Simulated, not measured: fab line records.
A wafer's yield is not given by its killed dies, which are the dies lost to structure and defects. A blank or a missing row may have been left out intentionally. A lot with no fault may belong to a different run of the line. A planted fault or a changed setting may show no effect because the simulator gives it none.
Which tool is to blame? :: flow gf180mcu :: 13 lots, 39 wafers sampled, at 4 steps of a route of 602

## WHAT THE GAUGES SHOWED, per wafer
GF_NWELL_TW_MEAS_11. Usual: NWELL_TW gives 1570 (standard deviation 9.4).
lot: L965
measured: day 3 08:09
on: film_metro-04
NWELL_TW: 1572 1575 1567
flag: 

lot: L968
measured: day 3 23:21
on: film_metro-04
NWELL_TW: 1575 1576 1577
flag: 

lot: L970
measured: day 4 11:34
on: film_metro-02
NWELL_TW: 1566 1555 1551
flag: 

lot: L971
measured: day 4 15:33
on: film_metro-01
NWELL_TW: 1573 1576 1574
flag: 

lot: L972
measured: day 4 21:25
on: film_metro-02
NWELL_TW: 1562 1553 1559
flag: 

lot: L973
measured: day 5 02:31
on: film_metro-02
NWELL_TW: 1569 1558 1565
flag: 

lot: L974
measured: day 5 08:49
on: film_metro-04
NWELL_TW: 1578 1581 1578
flag: 

lot: L976
measured: day 5 20:22
on: film_metro-01
NWELL_TW: 1573 1578 1564
flag: 

lot: L977
measured: day 6 00:48
on: film_metro-02
NWELL_TW: 1553 1563 1551
flag: 

lot: L978
measured: day 6 04:54
on: film_metro-04
NWELL_TW: 1582 1573 1577
flag: 

lot: L982
measured: day 7 04:18
on: film_metro-04
NWELL_TW: 1705 1709 1702
flag: OFF

lot: L983
measured: day 7 11:17
on: film_metro-02
NWELL_TW: 1706 1705 1695
flag: OFF

lot: L984
measured: day 7 14:32
on: film_metro-02
NWELL_TW: 1700 1695 1693
flag: OFF

GF_VT_IMPLANT_TW_MEAS_10. Usual: VT_IMPLANT_TW gives 561 (standard deviation 3.2).
lot: L965
measured: day 5 14:01
on: film_metro-02
VT_IMPLANT_TW: 558 563 560
flag: 

lot: L968
measured: day 6 08:28
on: film_metro-02
VT_IMPLANT_TW: 559 561 561
flag: 

lot: L970
measured: day 6 20:49
on: film_metro-02
VT_IMPLANT_TW: 560 560 559
flag: 

lot: L971
measured: day 7 02:04
on: film_metro-03
VT_IMPLANT_TW: 565 560 564
flag: 

lot: L972
measured: day 7 08:37
on: film_metro-04
VT_IMPLANT_TW: 562 564 562
flag: 

lot: L973
measured: day 7 14:07
on: film_metro-03
VT_IMPLANT_TW: 558 563 562
flag: 

lot: L974
measured: day 7 21:52
on: film_metro-02
VT_IMPLANT_TW: 558 557 558
flag: 

lot: L976
measured: day 8 11:20
on: film_metro-04
VT_IMPLANT_TW: 560 561 560
flag: 

lot: L977
measured: day 8 15:49
on: film_metro-03
VT_IMPLANT_TW: 564 566 564
flag: 

lot: L978
measured: day 8 20:49
on: film_metro-03
VT_IMPLANT_TW: 564 564 564
flag: 

lot: L982
measured: day 10 00:39
on: film_metro-02
VT_IMPLANT_TW: 558 556 556
flag: 

lot: L983
measured: day 10 05:38
on: film_metro-04
VT_IMPLANT_TW: 566 566 567
flag: 

lot: L984
measured: day 10 11:11
on: film_metro-04
VT_IMPLANT_TW: 566 564 563
flag: 

## WHICH TOOL RAN EACH LOT (tool, then ch and the chambers of the sampled wafers, then the start)
lot: L965
GF_NWELL_IMPLANT_09: implanter-01 ch 0, day 3 07:55
GF_VT_IMPLANT_STRIP_09: plasma_asher-03 ch 0, day 5 13:55

lot: L968
GF_NWELL_IMPLANT_09: implanter-01 ch 0, day 3 23:07
GF_VT_IMPLANT_STRIP_09: plasma_asher-03 ch 1, day 6 08:22

lot: L970
GF_NWELL_IMPLANT_09: implanter-04 ch 0, day 4 11:19
GF_VT_IMPLANT_STRIP_09: plasma_asher-02 ch 0,1, day 6 20:43

lot: L971
GF_NWELL_IMPLANT_09: implanter-04 ch 0, day 4 15:13
GF_VT_IMPLANT_STRIP_09: plasma_asher-04 ch 0,1, day 7 01:58

lot: L972
GF_NWELL_IMPLANT_09: implanter-04 ch 0, day 4 21:10
GF_VT_IMPLANT_STRIP_09: plasma_asher-02 ch 0,1, day 7 08:31

lot: L973
GF_NWELL_IMPLANT_09: implanter-03 ch 0, day 5 02:16
GF_VT_IMPLANT_STRIP_09: plasma_asher-04 ch 0,1, day 7 14:01

lot: L974
GF_NWELL_IMPLANT_09: implanter-01 ch 0, day 5 08:34
GF_VT_IMPLANT_STRIP_09: plasma_asher-02 ch 0,1, day 7 21:46

lot: L976
GF_NWELL_IMPLANT_09: implanter-03 ch 0, day 5 20:08
GF_VT_IMPLANT_STRIP_09: plasma_asher-04 ch 0,1, day 8 11:14

lot: L977
GF_NWELL_IMPLANT_09: implanter-04 ch 0, day 6 00:34
GF_VT_IMPLANT_STRIP_09: plasma_asher-04 ch 0,1, day 8 15:43

lot: L978
GF_NWELL_IMPLANT_09: implanter-04 ch 0, day 6 04:40
GF_VT_IMPLANT_STRIP_09: plasma_asher-03 ch 1, day 8 20:43

lot: L982
GF_NWELL_IMPLANT_09: implanter-01 ch 0, day 7 04:04
GF_VT_IMPLANT_STRIP_09: plasma_asher-03 ch 0,1, day 10 00:32

lot: L983
GF_NWELL_IMPLANT_09: implanter-04 ch 0, day 7 11:02
GF_VT_IMPLANT_STRIP_09: plasma_asher-03 ch 0,1, day 10 05:32

lot: L984
GF_NWELL_IMPLANT_09: implanter-04 ch 0, day 7 14:17
GF_VT_IMPLANT_STRIP_09: plasma_asher-03 ch 0,1, day 10 11:05
- GF_NWELL_IMPLANT_09
- GF_VT_IMPLANT_STRIP_09: strips in O2/N2.

## AS READ BY THE TOOLS THEMSELVES (means over the sampled wafers that have a number; for cases with no such wafer, the mark the record gives instead)
GF_VT_IMPLANT_STRIP_09. Usual: drypump_motor_current_A 6.2 A, standard deviation 0.4; heater_power_w 319 W, standard deviation 46; oes_product_au 0.716 a.u., standard deviation 0.0043; strip_time_to_endpoint_s 12.61 s, standard deviation 0.03.
lot: L965
tool: plasma_asher-03
drypump_motor_current_A (A): 6.4
heater_power_w (W): 290
oes_product_au (a.u.): 0.717
strip_time_to_endpoint_s (s): 12.58
flag: 

lot: L968
tool: plasma_asher-03
drypump_motor_current_A (A): 6.6
heater_power_w (W): 299
oes_product_au (a.u.): 0.712
strip_time_to_endpoint_s (s): 12.63
flag: 

lot: L970
tool: plasma_asher-02
drypump_motor_current_A (A): 5.6
heater_power_w (W): 351
oes_product_au (a.u.): 0.716
strip_time_to_endpoint_s (s): 12.58
flag: 

lot: L971
tool: plasma_asher-04
drypump_motor_current_A (A): 5.9
heater_power_w (W): 330
oes_product_au (a.u.): 0.718
strip_time_to_endpoint_s (s): 12.59
flag: 

lot: L972
tool: plasma_asher-02
drypump_motor_current_A (A): 5.6
heater_power_w (W): 354
oes_product_au (a.u.): 0.716
strip_time_to_endpoint_s (s): 12.64
flag: 

lot: L973
tool: plasma_asher-04
drypump_motor_current_A (A): 5.9
heater_power_w (W): 324
oes_product_au (a.u.): 0.713
strip_time_to_endpoint_s (s): 12.63
flag: 

lot: L974
tool: plasma_asher-02
drypump_motor_current_A (A): 5.6
heater_power_w (W): 354
oes_product_au (a.u.): 0.717
strip_time_to_endpoint_s (s): 12.62
flag: 

lot: L976
tool: plasma_asher-04
drypump_motor_current_A (A): 5.8
heater_power_w (W): 376
oes_product_au (a.u.): 0.718
strip_time_to_endpoint_s (s): 12.67
flag: 

lot: L977
tool: plasma_asher-04
drypump_motor_current_A (A): 5.8
heater_power_w (W): 372
oes_product_au (a.u.): 0.717
strip_time_to_endpoint_s (s): 12.60
flag: 

lot: L978
tool: plasma_asher-03
drypump_motor_current_A (A): 6.6
heater_power_w (W): 298
oes_product_au (a.u.): 0.720
strip_time_to_endpoint_s (s): 12.57
flag: 

lot: L982
tool: plasma_asher-03
drypump_motor_current_A (A): 6.5
heater_power_w (W): 293
oes_product_au (a.u.): 0.722
strip_time_to_endpoint_s (s): 12.62
flag: 

lot: L983
tool: plasma_asher-03
drypump_motor_current_A (A): 6.5
heater_power_w (W): 294
oes_product_au (a.u.): 0.715
strip_time_to_endpoint_s (s): 12.62
flag: 

lot: L984
tool: plasma_asher-03
drypump_motor_current_A (A): 6.5
heater_power_w (W): 290
oes_product_au (a.u.): 0.718
strip_time_to_endpoint_s (s): 12.61
flag: 

## THE ANSWER, worked out from the rows above alone
Rule: a lot is off if the mean of its wafers that have a number lies more than 3 standard deviations from the usual mean. Also off: a lot with no number at a reading for which 4 or more lots have one. All remaining lots with rows at the step are treated as sound. The gauges are gone through in route order, then the tools' own readings, and for those a lot's mean is taken as printed above. The first step at which some lot is off is used, and at that step the reading that is off furthest; a lot without a number counts as furthest.
Off: L982, L983, L984, at GF_NWELL_TW_MEAS_11 (NWELL_TW).
If a tool, at a process step before that reading, ran all the lots that are off and no sound lot after the first of them, it fits. Those tools and the gauges at GF_NWELL_TW_MEAS_11 are tried in the same way. Of those tried, none fits.

## WHAT WAS PUT IN BY THE SIMULATOR
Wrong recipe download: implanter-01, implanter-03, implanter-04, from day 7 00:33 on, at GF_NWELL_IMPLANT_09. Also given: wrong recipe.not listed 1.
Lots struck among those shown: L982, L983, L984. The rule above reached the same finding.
